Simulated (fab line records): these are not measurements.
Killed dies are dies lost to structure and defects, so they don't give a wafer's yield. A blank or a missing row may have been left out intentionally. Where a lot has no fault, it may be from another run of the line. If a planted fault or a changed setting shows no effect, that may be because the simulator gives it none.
Commonality check across tools	flow sky130	Lots sampled 12, wafers sampled 42

## WHY IT WAS OPENED
Of 12 lots, 2 have the reading POLY_GATE_OXIDATION_THK flagged at SKY_POLY_GATE_THK_MEAS_21. Wafers without a fault read 4.02 nm, standard deviation 0.08.
Rule: a lot is flagged when every wafer of it that has a number lies more than 4 standard deviations from that mean, or none has a number. As for the other lots, they are considered sound.

lot	measured	on	POLY_GATE_OXIDATION_THK (nm), wafer by wafer	flag
L647	day 16 03:52	film metro-03	6.65 6.63 6.63 6.70 6.64 6.56	FLAGGED
L648	day 16 22:01	film metro-03	6.30 6.18 6.35 6.32 6.23 6.38	FLAGGED
L649	day 17 07:15	film metro-03	4.08 4.09 4.01	
L654	day 19 02:34	film metro-04	4.01 3.96 4.04	
L659	day 21 02:07	film metro-01	4.09 4.01 4.08	
L661	day 21 18:42	film metro-03	4.10 4.04 4.07	
L662	day 22 06:33	film metro-04	4.08 4.12 4.07	
L664	day 22 22:54	film metro-04	3.96 3.94 4.01	
L666	day 23 08:29	film metro-01	4.03 4.01 4.06	
L667	day 23 18:50	film metro-03	3.97 4.02 4.01	
L669	day 24 10:26	film metro-01	4.20 4.14 4.10	
L670	day 25 08:02	film metro-04	4.11 3.92 4.00	
On average the flagged lots' numbers are 6.46 nm, which is +2.44 nm against the usual, or +31 standard deviations.

## WHICH TOOL EACH LOT WENT THROUGH
The record holds 2 process steps before the reading, out of a route of 708 steps. Each cell gives the tool, then ch followed by the chambers the sampled wafers passed through, then the start.
lot	flag	SKY_VT_ADJUST_PCH_STRIP_09	SKY_POLY_GATE_OXIDATION_20
L647	FLAGGED	plasma asher-02 ch 0,1, day 10 05:04	furnace-02 ch 0, day 16 01:11
L648	FLAGGED	plasma asher-02 ch 1, day 10 16:19	furnace-02 ch 0, day 16 18:10
L649		plasma asher-01 ch 0,1, day 11 03:10	furnace-01 ch 0, day 17 06:00
L654		plasma asher-01 ch 0,1, day 12 13:10	furnace-01 ch 0, day 19 01:18
L659		plasma asher-01 ch 0,1, day 14 08:01	furnace-02 ch 0, day 21 00:51
L661		plasma asher-01 ch 0,1, day 14 23:43	furnace-02 ch 0, day 21 17:27
L662		plasma asher-01 ch 0,1, day 15 09:30	furnace-02 ch 0, day 22 05:18
L664		plasma asher-03 ch 0,1, day 16 01:27	furnace-02 ch 0, day 22 21:39
L666		plasma asher-03 ch 0,1, day 16 10:16	furnace-01 ch 0, day 23 07:13
L667		plasma asher-01 ch 0,1, day 16 16:16	furnace-01 ch 0, day 23 17:35
L669		plasma asher-02 ch 0,1, day 17 14:43	furnace-02 ch 0, day 24 09:10
L670		plasma asher-02 ch 0,1, day 17 20:09	furnace-02 ch 0, day 25 06:46
These steps, and what they do:
- SKY_VT_ADJUST_PCH_STRIP_09: strips in O2/N2.
- SKY_POLY_GATE_OXIDATION_20: stabilise 600 s, purge 300 s, target thk 4 nm.
- SKY_POLY_GATE_THK_MEAS_21

## FLAGGED OVER TOTAL, TOOL BY TOOL (the gauges that took the reading come last)
step	tool	lots run	flagged	share of the flagged lots	sound lots run after its first flagged lot
SKY_VT_ADJUST_PCH_STRIP_09	plasma asher-01	6	0	none	-
SKY_VT_ADJUST_PCH_STRIP_09	plasma asher-02	4	2	all	2 (L669,L670)
SKY_VT_ADJUST_PCH_STRIP_09	plasma asher-03	2	0	none	-
SKY_POLY_GATE_OXIDATION_20	furnace-01	4	0	none	-
SKY_POLY_GATE_OXIDATION_20	furnace-02	8	2	all	6 (L659,L661,L662,L664,L669,L670)
SKY_POLY_GATE_THK_MEAS_21	film metro-01	3	0	none	-
SKY_POLY_GATE_THK_MEAS_21	film metro-03	5	2	all	3 (L649,L661,L667)
SKY_POLY_GATE_THK_MEAS_21	film metro-04	4	0	none	-

## WHAT THE TABLE PERMITS
3 rows of the table ran every flagged lot: plasma asher-02 at SKY_VT_ADJUST_PCH_STRIP_09, furnace-02 at SKY_POLY_GATE_OXIDATION_20, film metro-03 at SKY_POLY_GATE_THK_MEAS_21.
- plasma asher-02 at SKY_VT_ADJUST_PCH_STRIP_09: 2 of its 4 lots flagged. Lots that were sound ran on it after the first flagged one (L669, L670); a persistent fault on the entire tool would not allow that.
- furnace-02 at SKY_POLY_GATE_OXIDATION_20: 2 of its 8 lots flagged. Lots that were sound ran on it after the first flagged one (L659, L661, L662, L664, L669, L670); a persistent fault on the entire tool would not allow that.
- film metro-03 at SKY_POLY_GATE_THK_MEAS_21: 2 of its 5 lots flagged. Lots that were sound ran on it after the first flagged one (L649, L661, L667); a persistent fault on the entire tool would not allow that.
Every row of the table either missed a flagged lot or ran a sound lot after the first.

## WHAT THE SIMULATOR HAD PUT IN
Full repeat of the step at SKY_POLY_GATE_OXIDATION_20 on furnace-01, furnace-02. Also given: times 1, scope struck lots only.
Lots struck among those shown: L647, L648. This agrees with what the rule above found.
